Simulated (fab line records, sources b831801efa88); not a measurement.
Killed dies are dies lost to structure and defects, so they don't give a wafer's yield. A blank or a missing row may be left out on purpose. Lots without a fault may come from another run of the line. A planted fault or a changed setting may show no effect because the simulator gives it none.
Which tool did it? | flow sky130 | 10 lots, 28 wafers sampled, at 6 steps of a route of 708

WHAT THE GAUGES READ, wafer by wafer
SKY_VIA3_RS_MEAS_22: measures by four-point-probe. Usual: VIA3_W_RS 0.294 ohm/sq, standard deviation 0.0063.
lot  | measured     | on            | VIA3_W_RS (ohm/sq) | flag
L514 | day 39 20:26 | film_metro-03 | 0.298 0.295 0.303  |
L515 | day 41 17:48 | film_metro-01 | 0.283 0.298 0.298  |
L517 | day 41 17:53 | film_metro-02 | 0.297 0.301 0.301  |
L519 | day 41 19:32 | film_metro-03 | 0.298 0.297 0.294  |
L520 | day 41 20:43 | film_metro-02 | 0.281 0.279 0.293  |
L518 | day 41 22:28 | film_metro-03 | 0.294 0.282 0.280  |
L523 | day 42 11:05 | film_metro-03 | 0.296 0.297 0.298  |
L533 | day 45 06:23 | film_metro-03 | 0.201 0.297        | OFF
L532 | day 45 09:52 | film_metro-02 | 0.199 0.295        | OFF
L534 | day 45 11:02 | film_metro-01 | 0.287 0.283 0.283  |

SKY_VIA3_THK_MEAS_23: measures by xrf. Usual: VIA3_W_THK 378 nm, standard deviation 10.
lot  | measured     | on            | VIA3_W_THK (nm) | flag
L514 | day 39 20:33 | film_metro-03 | 370 373 365     |
L515 | day 41 17:54 | film_metro-01 | 399 378 377     |
L517 | day 41 18:00 | film_metro-02 | 377 374 373     |
L519 | day 41 19:39 | film_metro-03 | 369 372 373     |
L520 | day 41 20:49 | film_metro-02 | 397 400 383     |
L518 | day 41 22:34 | film_metro-03 | 376 389 395     |
L523 | day 42 11:12 | film_metro-03 | 372 372 366     |
L533 | day 45 06:30 | film_metro-03 | 522 366         | OFF
L532 | day 45 09:59 | film_metro-02 | 550 379         | OFF
L534 | day 45 11:09 | film_metro-01 | 394 401 394     |

WHICH TOOL RAN EACH LOT (tool, then ch and the chambers of the sampled wafers, then the start)
lot  | SKY_VIA1_ETCH_15                   | SKY_VIA1_STRIP_16                    | SKY_METAL2_DESCUM_17              | SKY_VIA3_CVD_21
L514 | rie_diel-04 ch 0,1,3, day 34 01:20 | plasma_asher-04 ch 0,1, day 34 01:23 | rie_metal-03 ch 0,1, day 35 06:05 | cvd_w-01 ch 0,1, day 39 20:19
L515 | rie_diel-02 ch 1,2,3, day 36 02:53 | plasma_asher-02 ch 0,1, day 36 02:58 | rie_metal-03 ch 1, day 37 06:44   | cvd_w-02 ch 0,1, day 41 17:41
L517 | rie_diel-01 ch 0,1,3, day 36 03:50 | plasma_asher-04 ch 0,1, day 36 03:53 | rie_metal-02 ch 0,1, day 37 07:17 | cvd_w-01 ch 0,1, day 41 17:45
L519 | rie_diel-01 ch 1,2, day 36 05:20   | plasma_asher-04 ch 0,1, day 36 05:23 | rie_metal-04 ch 0,1, day 37 09:02 | cvd_w-01 ch 0,1, day 41 19:24
L520 | rie_diel-02 ch 1,2, day 36 06:38   | plasma_asher-03 ch 0,1, day 36 06:41 | rie_metal-02 ch 0,1, day 37 10:29 | cvd_w-02 ch 0,1, day 41 20:34
L518 | rie_diel-02 ch 1,3, day 36 08:23   | plasma_asher-04 ch 0,1, day 36 08:28 | rie_metal-04 ch 0,1, day 37 12:19 | cvd_w-02 ch 0,1, day 41 22:21
L523 | rie_diel-02 ch 1,2,3, day 36 23:22 | plasma_asher-04 ch 0,1, day 36 23:25 | rie_metal-02 ch 0,1, day 38 03:24 | cvd_w-01 ch 0,1, day 42 10:58
L533 | rie_diel-01 ch 1,3, day 40 03:59   | plasma_asher-02 ch 1, day 40 04:02   | rie_metal-03 ch 0,1, day 41 06:41 | cvd_w-01 ch 1, day 45 06:16
L532 | rie_diel-04 ch 2, day 40 05:16     | plasma_asher-04 ch 0, day 40 05:19   | rie_metal-04 ch 0,1, day 41 07:57 | cvd_w-01 ch 0, day 45 09:45
L534 | rie_diel-02 ch 0,1,3, day 40 06:44 | plasma_asher-02 ch 0,1, day 40 06:47 | rie_metal-04 ch 0,1, day 41 09:26 | cvd_w-02 ch 1, day 45 10:54
- SKY_VIA1_ETCH_15: etches SiO2 in C4F8/O2/Ar, stops on TiN, target depth 351 nm, time 54 s.
- SKY_VIA1_STRIP_16: strips in O2/N2.
- SKY_METAL2_DESCUM_17: chemistry O2, time 8 s.
- SKY_VIA3_CVD_21: deposits W, target thk 390 nm, time 117.31 s.

WHAT THE TOOLS THEMSELVES READ (means of the sampled wafers that have a number; where no wafer has one, the mark that the record gives instead)
SKY_VIA1_ETCH_15. Usual: oes_product_au 0.982 a.u., standard deviation 0.0063.
lot  | tool        | oes_product_au (a.u.) | flag
L514 | rie_diel-04 | 0.982                 |
L515 | rie_diel-02 | 0.982                 |
L517 | rie_diel-01 | 0.976                 |
L519 | rie_diel-01 | 0.982                 |
L520 | rie_diel-02 | 0.984                 |
L518 | rie_diel-02 | 0.985                 |
L523 | rie_diel-02 | 0.981                 |
L533 | rie_diel-01 | 0.988                 |
L532 | rie_diel-04 | 0.980                 |
L534 | rie_diel-02 | 0.978                 |

SKY_VIA1_STRIP_16. Usual: drypump_motor_current_A 5.8 A, standard deviation 0.45; oes_product_au 0.415 a.u., standard deviation 0.0045; strip_time_to_endpoint_s 4.462 s, standard deviation 0.021.
lot  | tool            | drypump_motor_current_A (A) | oes_product_au (a.u.) | strip_time_to_endpoint_s (s) | flag
L514 | plasma_asher-04 | 6.1                         | 0.419                 | 4.474                        |
L515 | plasma_asher-02 | 5.3                         | 0.421                 | 4.486                        |
L517 | plasma_asher-04 | 6.1                         | 0.420                 | 4.511                        |
L519 | plasma_asher-04 | 5.7                         | 0.417                 | 4.445                        |
L520 | plasma_asher-03 | 5.7                         | 0.413                 | 4.466                        |
L518 | plasma_asher-04 | 5.8                         | 0.415                 | 4.476                        |
L523 | plasma_asher-04 | 5.8                         | 0.420                 | 4.456                        |
L533 | plasma_asher-02 | 5.8                         | 0.409                 | 4.450                        |
L532 | plasma_asher-04 | 6.4                         | 0.413                 | 4.444                        |
L534 | plasma_asher-02 | 5.6                         | 0.412                 | 4.472                        |

SKY_METAL2_DESCUM_17. Usual: drypump_motor_current_A 5.9 A, standard deviation 0.37; oes_product_au 1.000 a.u., standard deviation 0.0072; temp_c 39.99 C, standard deviation 0.11.
lot  | tool         | drypump_motor_current_A (A) | oes_product_au (a.u.) | temp_c (C) | flag
L514 | rie_metal-03 | 6.0                         | 0.998                 | 40.08      |
L515 | rie_metal-03 | 6.6                         | 1.001                 | 39.96      |
L517 | rie_metal-02 | 5.7                         | 1.000                 | 40.03      |
L519 | rie_metal-04 | 5.8                         | 1.000                 | 40.00      |
L520 | rie_metal-02 | 5.7                         | 1.004                 | 40.00      |
L518 | rie_metal-04 | 5.8                         | 0.990                 | 39.98      |
L523 | rie_metal-02 | 5.7                         | 1.013                 | 40.17      |
L533 | rie_metal-03 | 6.2                         | 0.990                 | 40.00      |
L532 | rie_metal-04 | 5.8                         | 1.002                 | 39.95      |
L534 | rie_metal-04 | 5.8                         | 0.998                 | 39.99      |

SKY_VIA3_CVD_21. Usual: heater_power_outer_w 499 W, standard deviation 75; heater_power_w 838 W, standard deviation 95; susceptor_temp_C 400.01 C, standard deviation 0.23.
lot  | tool     | heater_power_outer_w (W) | heater_power_w (W) | susceptor_temp_C (C) | flag
L514 | cvd_w-01 | 515                      | 865                | 400.01               |
L515 | cvd_w-02 | 513                      | 886                | 400.07               |
L517 | cvd_w-01 | 525                      | 861                | 400.11               |
L519 | cvd_w-01 | 518                      | 857                | 400.28               |
L520 | cvd_w-02 | 498                      | 824                | 400.10               |
L518 | cvd_w-02 | 499                      | 819                | 400.17               |
L523 | cvd_w-01 | 525                      | 855                | 399.87               |
L533 | cvd_w-01 | 404                      | 718                | 400.00               |
L532 | cvd_w-01 | 580                      | 943                | 399.94               |
L534 | cvd_w-02 | 481                      | 772                | 400.49               |

THE ANSWER, worked out from the rows above alone
Rule: a lot is off if the mean of its wafers that have a number lies more than 3 standard deviations from the usual mean. A lot without any number at a reading at which 4 lots or more have one is off too. The other lots that the step has rows for count as sound. The gauges are gone through in route order, then the tools' own readings, and for those a lot's mean is taken as printed above. The first step at which some lot is off is used, and at that step the reading that is off furthest; a lot without a number counts as furthest.
Off: L533, L532, at SKY_VIA3_RS_MEAS_22 (VIA3_W_RS).
A tool fits if, at a process step before that reading, it ran every lot that is off, and no sound lot after the first of them. The gauges at SKY_VIA3_RS_MEAS_22 are tried like those tools. One fits: cvd_w-01 at SKY_VIA3_CVD_21. Its last sound lot is L523 (day 42 10:58), its first lot that is off L533 (day 45 06:16): a fault that began between those two fits.

WHAT THE SIMULATOR HAD PUT IN
Process parameter drift: cvd_w-01, from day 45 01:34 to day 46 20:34, at SKY_VIA3_CVD_21. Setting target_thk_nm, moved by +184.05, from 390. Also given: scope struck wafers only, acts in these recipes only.
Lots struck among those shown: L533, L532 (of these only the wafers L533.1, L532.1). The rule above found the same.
